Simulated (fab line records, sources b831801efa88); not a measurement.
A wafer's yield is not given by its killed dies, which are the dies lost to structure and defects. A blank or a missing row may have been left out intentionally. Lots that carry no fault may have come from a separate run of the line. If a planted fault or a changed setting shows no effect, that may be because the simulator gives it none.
Chamber matching    flow sky130    rie-diel-01 running SKY_FIELD_ISO_ETCH_14: 4 sister chambers
The step etches BARC in N2/H2, stops on SiO2, time 47.97 s, target depth 60 nm. 14 wafers are shown with their chamber, then 7 later ones without.

WAFERS PAIRED WITH THEIR CHAMBERS
wafer   chamber  oes-product-au (a.u.)  n2-flow-sccm (sccm)  throttle-valve-pct (%)
L223.2  3        0.842                  100.4                13.245
L223.3  2        0.850                  99.6                 13.224
L223.4  0        0.835                  99.6                 13.236
L226.2  0        0.842                  99.9                 13.216
L226.5  2        0.847                  100.0                13.218
L226.6  3        0.845                  100.0                13.217
L229.1  1        0.854                  100.0                13.220
L229.4  3        0.843                  99.9                 13.218
L229.5  3        0.842                  100.2                13.212
L230.2  1        0.849                  100.1                13.216
L230.3  3        0.851                  100.3                13.202
L230.6  3        0.846                  100.6                13.221
L231.1  3        0.858                  100.0                13.215
L231.5  2        0.845                  100.3                13.228

SIGNATURES (averages over the wafers above)
reading             chamber 0  chamber 1  chamber 2  chamber 3  scatter within a chamber
oes-product-au      0.83850    0.85150    0.84733    0.84671    0.00507
n2-flow-sccm        99.750     100.050    99.967     100.200    0.26
throttle-valve-pct  13.22600   13.21800   13.22333   13.21857   0.0114
Rule: distance of a wafer from a chamber = root of the sum over the readings of ((wafer's reading minus chamber's mean) / reading's scatter) squared. The wafer belongs to the nearest chamber; if the next one is less than 2 further off, it can't be placed. How the scatter is found: for the shown wafers, subtract from each reading the mean of its chamber, square and add these, divide the total by (wafers less chambers), then take the root.

WAFERS MISSING THEIR CHAMBER
wafer   oes-product-au (a.u.)  n2-flow-sccm (sccm)  throttle-valve-pct (%)
L231.6  0.854                  99.7                 13.224
L238.1  0.846                  99.9                 13.229
L238.2  0.851                  99.7                 13.230
L238.3  0.845                  99.6                 13.238
L240.3  0.847                  99.8                 13.228
L240.4  0.845                  99.2                 13.210
L240.5  0.838                  100.0                13.207

WHICH CHAMBER EACH ONE RAN IN
wafer   from the rows above                in truth
L231.6  can't be placed: 1 or 2 or 3 or 0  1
L238.1  can't be placed: 2 or 3 or 1 or 0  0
L238.2  can't be placed: 2 or 1 or 3 or 0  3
L238.3  can't be placed: 0 or 2 or 1 or 3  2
L240.3  can't be placed: 2 or 1 or 0 or 3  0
L240.4  can't be placed: 0 or 2 or 1 or 3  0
L240.5  can't be placed: 0 or 3 or 2 or 1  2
Correct placement for 0 of the 7. These rows do not allow placing 7 (true chamber among the candidates in 7). Number placed wrongly: 0.
